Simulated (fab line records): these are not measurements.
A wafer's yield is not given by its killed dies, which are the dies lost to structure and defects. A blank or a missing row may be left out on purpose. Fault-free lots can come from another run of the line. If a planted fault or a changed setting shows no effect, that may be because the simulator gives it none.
Problem report, 8D (eight disciplines) form, completed by code	flow sky130	the parts of the form that need people (team, actions taken, sign-off) are left out

== 1. WHAT IS WRONG ==
A mean of 4.541 s is read at SKY_LOCAL_INTERCONNECT_STRIP_15 for strip time to endpoint s, taken on 1 wafer of 1 lot, against 4.727 s (standard deviation 0.02) on wafers free of any fault. That puts it -9.3 standard deviations away from the usual mean.
The step: strips in O2/N2.
Earliest sighting: wafer L846.1 on plasma asher-02 at day 31 01:43. Wafers with a number at this step in the record: 36, from 12 lots. Rule for "out", or "out of limits": more than 4 standard deviations from the usual mean. The rest of the wafers with a number are treated as sound.

== 2. WHAT IT IS; WHAT IT IS NOT ==
question	is	is not
which readings at this step	strip time to endpoint s	drypump motor current A, o2 flow sccm, oes product au
which lots	L846	L847, L855, L857, L858, L859, L861, L862, L863, L864, L865, L866
which wafers of those lots	L846.1	L846.4, L846.5
read on which tools	plasma asher-02	plasma asher-01, plasma asher-04
when	from day 31 01:43	up to then (2 sound wafers); but 33 sound wafers of L847, L855, L857, L858, L859, L861, L862, L863, L864, L865, L866 came after

== 3. WHAT RULES OUT EACH SUSPECT ==
Counting: if a tool at a process step up to the reading ran every lot that is out, it stays a suspect. Sound lots after the first of them don't rule it out here, since some wafers of a struck lot are sound.
- rie metal-02 at SKY_LOCAL_INTERCONNECT_ETCH_13 (etches BARC in N2/H2, stops on SiO2, time 45.9 s, target depth 60 nm): kept. It ran the lot that is out, L846 (day 31 01:37).
- plasma asher-02 at SKY_LOCAL_INTERCONNECT_STRIP_15 (strips in O2/N2): kept. It ran the lot that is out, L846 (day 31 01:43). Its own strip time to endpoint s readings are out on those wafers.
After counting, rie metal-02 at SKY_LOCAL_INTERCONNECT_ETCH_13 and plasma asher-02 at SKY_LOCAL_INTERCONNECT_STRIP_15 remain.

== 4. THE CAUSE (what the simulator had put in) ==
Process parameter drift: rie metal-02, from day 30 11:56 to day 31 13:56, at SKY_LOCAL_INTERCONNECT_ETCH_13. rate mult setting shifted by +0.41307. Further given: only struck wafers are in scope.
This tool is one of the 2 suspects left after counting.

== 5. THE CHAIN OF EFFECTS, in route order ==
Each row: a reading where the mean over the struck wafers with a number is more than 3 standard deviations away from the usual. Readings are gone through only where the record gives a usual standard deviation; hours: the median, over the lots, of the time from a lot's start at the first step in this table giving one to that lot's start at this step; sigmas: the change measured in usual standard deviations.
hours	step	reading	usual	on struck wafers	change	sigmas
0	SKY_LOCAL_INTERCONNECT_STRIP_15	strip time to endpoint s	4.727 s	4.541	-0.186	-9.3
It contains these process steps:
- SKY_LOCAL_INTERCONNECT_STRIP_15: strips in O2/N2.
At these later measuring or inspecting steps, every struck wafer for which the step has a row has a number for every such reading, and none has moved that far: SKY_CONTACT_OVL_MEAS_15.

== 6. WHAT WOULD HAVE CAUGHT IT SOONER ==
In this record no reading fell out of limits until day 31 01:43, 14 hours after the fault had begun at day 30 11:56.
Tool readings at SKY_LOCAL_INTERCONNECT_ETCH_13 with a usual standard deviation given in the record: none out on any struck wafer, hence no alarm at a limit of 4 standard deviations on them.
By day 31 01:43 the whole set of lots that are out, 1 in number, had already begun SKY_LOCAL_INTERCONNECT_ETCH_13 on rie metal-02. Had the tool been put on hold then, not one of them would have been saved.
